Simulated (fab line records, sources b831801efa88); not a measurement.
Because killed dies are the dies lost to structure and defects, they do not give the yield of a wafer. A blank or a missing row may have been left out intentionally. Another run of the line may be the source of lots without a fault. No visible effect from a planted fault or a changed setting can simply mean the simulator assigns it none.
Which tool was responsible? + flow sky130 + 39 wafers from 13 lots sampled at 6 of the route's 708 steps

== WHAT THE GAUGES READ, wafer by wafer ==
SKY_NWELL_OVL_MEAS_23.
| lot  | measured     | on         | NWELL_01_OVL (nm) |
|------|--------------|------------|-------------------|
| L991 | day 5 19:32  | overlay-01 | 0.4 1.1 -1.3      |
| L992 | day 5 21:51  | overlay-02 | -0.7 0.0 0.4      |
| L993 | day 6 04:07  | overlay-02 | -0.8 1.3 -1.3     |
| L994 | day 6 15:44  | overlay-02 | -0.9 -0.9 1.0     |
| L995 | day 6 20:38  | overlay-02 | -1.2 -1.4 -3.9    |
| L996 | day 7 00:23  | overlay-01 | 0.9 1.8 2.2       |
| L997 | day 7 05:27  | overlay-02 | 1.4 -1.9 -0.3     |
| L998 | day 7 11:59  | overlay-02 | -0.7 -0.5 0.6     |
| L999 | day 7 18:26  | overlay-02 | 0.0 0.9 -0.5      |
| L101 | day 8 04:06  | overlay-01 | 2.4 1.2 -0.1      |
| L106 | day 9 18:43  | overlay-02 | -3.2 -1.8 -1.9    |
| L111 | day 10 17:49 | overlay-02 | 1.5 -0.3 1.2      |
| L112 | day 11 02:50 | overlay-01 | 0.1 -0.4 -0.3     |

SKY_VT_ADJUST_HVTP_CD_MEAS_07: the cd target is 380 nm.
| lot  | measured     | on       | cdNm (nm)         |
|------|--------------|----------|-------------------|
| L991 | day 6 14:37  | cdSem-02 | 381.7 381.0 380.7 |
| L992 | day 6 16:01  | cdSem-01 | 378.7 381.2 380.6 |
| L993 | day 6 23:34  | cdSem-01 | 382.5 384.4 382.5 |
| L994 | day 7 11:38  | cdSem-01 | 379.4 378.3 376.7 |
| L995 | day 7 17:00  | cdSem-01 | 373.6 376.2 375.8 |
| L996 | day 7 20:37  | cdSem-01 | 380.1 378.8 377.9 |
| L997 | day 8 01:29  | cdSem-01 | 379.4 379.2 377.5 |
| L998 | day 8 08:52  | cdSem-01 | 377.3 379.4 377.4 |
| L999 | day 8 15:08  | cdSem-01 | 376.2 375.5 375.1 |
| L101 | day 9 01:44  | cdSem-01 | 382.0 382.0 382.2 |
| L106 | day 10 16:35 | cdSem-01 | 380.7 380.3 379.6 |
| L111 | day 11 17:19 | cdSem-01 | 381.9 383.5 382.2 |
| L112 | day 12 03:08 | cdSem-02 | 382.6 382.1 381.0 |

SKY_VT_ADJUST_HVTP_TW_MEAS_11.
| lot  | measured     | on           | VT_ADJUST_HVTP_TW |
|------|--------------|--------------|-------------------|
| L991 | day 6 15:02  | filmMetro-02 | 1360 1365 1362    |
| L992 | day 6 16:25  | filmMetro-04 | 1381 1369 1379    |
| L993 | day 6 23:57  | filmMetro-04 | 1368 1377 1374    |
| L994 | day 7 12:02  | filmMetro-01 | 1368 1362 1356    |
| L995 | day 7 17:25  | filmMetro-01 | 1367 1357 1358    |
| L996 | day 7 21:01  | filmMetro-01 | 1364 1366 1365    |
| L997 | day 8 01:53  | filmMetro-02 | 1369 1365 1369    |
| L998 | day 8 09:16  | filmMetro-01 | 1363 1367 1361    |
| L999 | day 8 15:32  | filmMetro-01 | 1366 1361 1367    |
| L101 | day 9 02:08  | filmMetro-02 | 30 30 30          |
| L106 | day 10 16:59 | filmMetro-01 | 1365 1367 1360    |
| L111 | day 11 17:42 | filmMetro-02 | 1366 1370 1368    |
| L112 | day 12 03:32 | filmMetro-02 | 1356 1354 1355    |

== TOOL THAT RAN EACH LOT (tool first, then ch and the chambers of the sampled wafers, then the start) ==
| lot  | SKY_FIELD_ISO_ETCH_14            | SKY_NWELL_STRIP_25                  | SKY_VT_ADJUST_HVTP_STRIP_10         |
|------|----------------------------------|-------------------------------------|-------------------------------------|
| L991 | rieDiel-03 ch 0,2,3, day 2 15:29 | plasmaAsher-02 ch 0,1, day 5 19:44  | plasmaAsher-04 ch 0,1, day 6 14:56  |
| L992 | rieDiel-02 ch 0,1, day 2 19:46   | plasmaAsher-01 ch 0,1, day 5 22:02  | plasmaAsher-03 ch 0,1, day 6 16:19  |
| L993 | rieDiel-01 ch 2,3, day 3 02:25   | plasmaAsher-02 ch 0,1, day 6 04:19  | plasmaAsher-02 ch 0,1, day 6 23:51  |
| L994 | rieDiel-03 ch 2,3, day 3 11:11   | plasmaAsher-04 ch 1, day 6 15:55    | plasmaAsher-04 ch 0,1, day 7 11:56  |
| L995 | rieDiel-01 ch 0,2, day 3 14:01   | plasmaAsher-01 ch 1, day 6 20:50    | plasmaAsher-04 ch 0, day 7 17:19    |
| L996 | rieDiel-01 ch 1,2,3, day 3 17:19 | plasmaAsher-01 ch 0,1, day 7 00:35  | plasmaAsher-03 ch 0,1, day 7 20:55  |
| L997 | rieDiel-01 ch 0,1,2, day 3 23:05 | plasmaAsher-04 ch 0,1, day 7 05:38  | plasmaAsher-03 ch 0,1, day 8 01:46  |
| L998 | rieDiel-03 ch 0,1,3, day 4 03:22 | plasmaAsher-02 ch 0,1, day 7 12:10  | plasmaAsher-03 ch 0,1, day 8 09:09  |
| L999 | rieDiel-01 ch 0,1,2, day 4 09:14 | plasmaAsher-01 ch 0,1, day 7 18:38  | plasmaAsher-03 ch 0,1, day 8 15:26  |
| L101 | rieDiel-01 ch 0,2, day 4 18:35   | plasmaAsher-04 ch 0,1, day 8 04:19  | plasmaAsher-04 ch 0,1, day 9 02:02  |
| L106 | rieDiel-03 ch 0,3, day 5 22:25   | plasmaAsher-02 ch 0,1, day 9 18:55  | plasmaAsher-03 ch 0,1, day 10 16:53 |
| L111 | rieDiel-02 ch 0,2,3, day 6 23:02 | plasmaAsher-04 ch 0,1, day 10 17:59 | plasmaAsher-02 ch 0,1, day 11 17:35 |
| L112 | rieDiel-03 ch 1,2, day 7 06:25   | plasmaAsher-04 ch 0,1, day 11 03:01 | plasmaAsher-03 ch 0,1, day 12 03:25 |
- SKY_FIELD_ISO_ETCH_14: etches BARC in N2/H2, stops on SiO2, time 45.9 s, target depth 60 nm.
- SKY_NWELL_STRIP_25: strips in O2/N2.
- SKY_VT_ADJUST_HVTP_STRIP_10: strips in O2/N2.

== AS READ BY THE TOOLS THEMSELVES (means over the sampled wafers that have a number; for cases with no such wafer, the mark the record gives instead) ==
SKY_FIELD_ISO_ETCH_14.
| lot  | tool       | chamberPressureMTorr (mTorr) | drypumpMotorCurrentA (A) | oesProductAu (a.u.) | throttleValvePct (%) |
|------|------------|------------------------------|--------------------------|---------------------|----------------------|
| L991 | rieDiel-03 | 29.995                       | 5.5                      | 0.852               | 13.230               |
| L992 | rieDiel-02 | 30.015                       | 5.7                      | 0.859               | 13.231               |
| L993 | rieDiel-01 | 29.972                       | 6.2                      | 0.857               | 13.223               |
| L994 | rieDiel-03 | 29.988                       | 5.4                      | 0.855               | 13.217               |
| L995 | rieDiel-01 | 29.995                       | 5.7                      | 0.851               | 13.227               |
| L996 | rieDiel-01 | 30.009                       | 6.1                      | 0.855               | 13.228               |
| L997 | rieDiel-01 | 29.993                       | 5.9                      | 0.858               | 13.227               |
| L998 | rieDiel-03 | 29.994                       | 5.5                      | 0.858               | 13.230               |
| L999 | rieDiel-01 | 30.012                       | 5.9                      | 0.856               | 13.227               |
| L101 | rieDiel-01 | 30.005                       | 5.8                      | 0.856               | 13.224               |
| L106 | rieDiel-03 | 29.990                       | 5.5                      | 0.856               | 13.227               |
| L111 | rieDiel-02 | 29.990                       | 5.7                      | 0.852               | 13.219               |
| L112 | rieDiel-03 | 30.005                       | 5.4                      | 0.858               | 13.226               |

SKY_NWELL_STRIP_25.
| lot  | tool           | chamberPressureMTorr (mTorr) | drypumpMotorCurrentA (A) | oesProductAu (a.u.) | stripTimeToEndpointS (s) |
|------|----------------|------------------------------|--------------------------|---------------------|--------------------------|
| L991 | plasmaAsher-02 | 1499.3                       | 5.3                      | 0.724               | 36.96                    |
| L992 | plasmaAsher-01 | 1499.0                       | 6.2                      | 0.723               | 37.05                    |
| L993 | plasmaAsher-02 | 1498.6                       | 5.4                      | 0.722               | 37.01                    |
| L994 | plasmaAsher-04 | 1500.1                       | 5.1                      | 0.722               | 36.81                    |
| L995 | plasmaAsher-01 | 1500.7                       | 6.5                      | 0.723               | 36.84                    |
| L996 | plasmaAsher-01 | 1500.7                       | 6.0                      | 0.721               | 36.87                    |
| L997 | plasmaAsher-04 | 1499.4                       | 5.9                      | 0.724               | 36.86                    |
| L998 | plasmaAsher-02 | 1500.0                       | 5.4                      | 0.727               | 37.02                    |
| L999 | plasmaAsher-01 | 1500.5                       | 6.3                      | 0.723               | 36.87                    |
| L101 | plasmaAsher-04 | 1499.9                       | 5.9                      | 0.949               | -                        |
| L106 | plasmaAsher-02 | 1499.2                       | 5.3                      | 0.717               | 36.92                    |
| L111 | plasmaAsher-04 | 1499.5                       | 5.9                      | 0.719               | 37.04                    |
| L112 | plasmaAsher-04 | 1499.8                       | 5.5                      | 0.725               | 36.90                    |

SKY_VT_ADJUST_HVTP_STRIP_10.
| lot  | tool           | chamberPressureMTorr (mTorr) | drypumpMotorCurrentA (A) | oesProductAu (a.u.) | stripTimeToEndpointS (s) |
|------|----------------|------------------------------|--------------------------|---------------------|--------------------------|
| L991 | plasmaAsher-04 | 1501.1                       | 5.9                      | 0.716               | 14.13                    |
| L992 | plasmaAsher-03 | 1500.3                       | 6.0                      | 0.714               | 14.22                    |
| L993 | plasmaAsher-02 | 1500.6                       | 5.3                      | 0.715               | 14.11                    |
| L994 | plasmaAsher-04 | 1499.7                       | 5.9                      | 0.714               | 14.14                    |
| L995 | plasmaAsher-04 | 1499.2                       | 6.3                      | 0.717               | 14.20                    |
| L996 | plasmaAsher-03 | 1499.1                       | 6.0                      | 0.719               | 14.08                    |
| L997 | plasmaAsher-03 | 1498.9                       | 6.0                      | 0.712               | 14.18                    |
| L998 | plasmaAsher-03 | 1499.8                       | 6.0                      | 0.716               | 14.18                    |
| L999 | plasmaAsher-03 | 1501.1                       | 6.0                      | 0.715               | 14.18                    |
| L101 | plasmaAsher-04 | 1499.5                       | 5.9                      | 0.720               | 30.01                    |
| L106 | plasmaAsher-03 | 1499.7                       | 6.0                      | 0.713               | 14.23                    |
| L111 | plasmaAsher-02 | 1500.0                       | 5.3                      | 0.717               | 14.27                    |
| L112 | plasmaAsher-03 | 1499.8                       | 6.0                      | 0.716               | 14.20                    |

== THE ANSWER, worked out from the rows above alone ==
Rule: what is usual is taken from the lots themselves. Put in order of their means at a reading, lots are off if they are a third of the lots or fewer, leave a main group of 4 or more, and stand apart from it by a gap of 3 or more times the standard deviation of the main group's means; of several such gaps the widest counts. The tables above print the reading to a certain number of digits; a main group whose means all agree to those digits is not used. A lot without any number at a reading at which 4 lots or more have one is off too. The other lots that the step has rows for count as sound. Order of review: gauges by route order, followed by the tools' own readings, for which a lot's mean as printed above is used. At the first step where some lot is off, the reading lying furthest off is the one used; lots without a number count as furthest.
Off: at SKY_VT_ADJUST_HVTP_TW_MEAS_11 (VT_ADJUST_HVTP_TW), L101. Mean 1365 and standard deviation 5.4 in the main group.
If a tool, at a process step before that reading, ran all the lots that are off and no sound lot after the first of them, it fits. The gauges at SKY_VT_ADJUST_HVTP_TW_MEAS_11 aren't tried: what is off there is off at SKY_NWELL_STRIP_25 too, on other tools, and a gauge's error can't cause that. This does not decide it: 2 tools fit, namely rieDiel-01 at SKY_FIELD_ISO_ETCH_14 and plasmaAsher-04 at SKY_VT_ADJUST_HVTP_STRIP_10.

== WHAT THE SIMULATOR PUT IN ==
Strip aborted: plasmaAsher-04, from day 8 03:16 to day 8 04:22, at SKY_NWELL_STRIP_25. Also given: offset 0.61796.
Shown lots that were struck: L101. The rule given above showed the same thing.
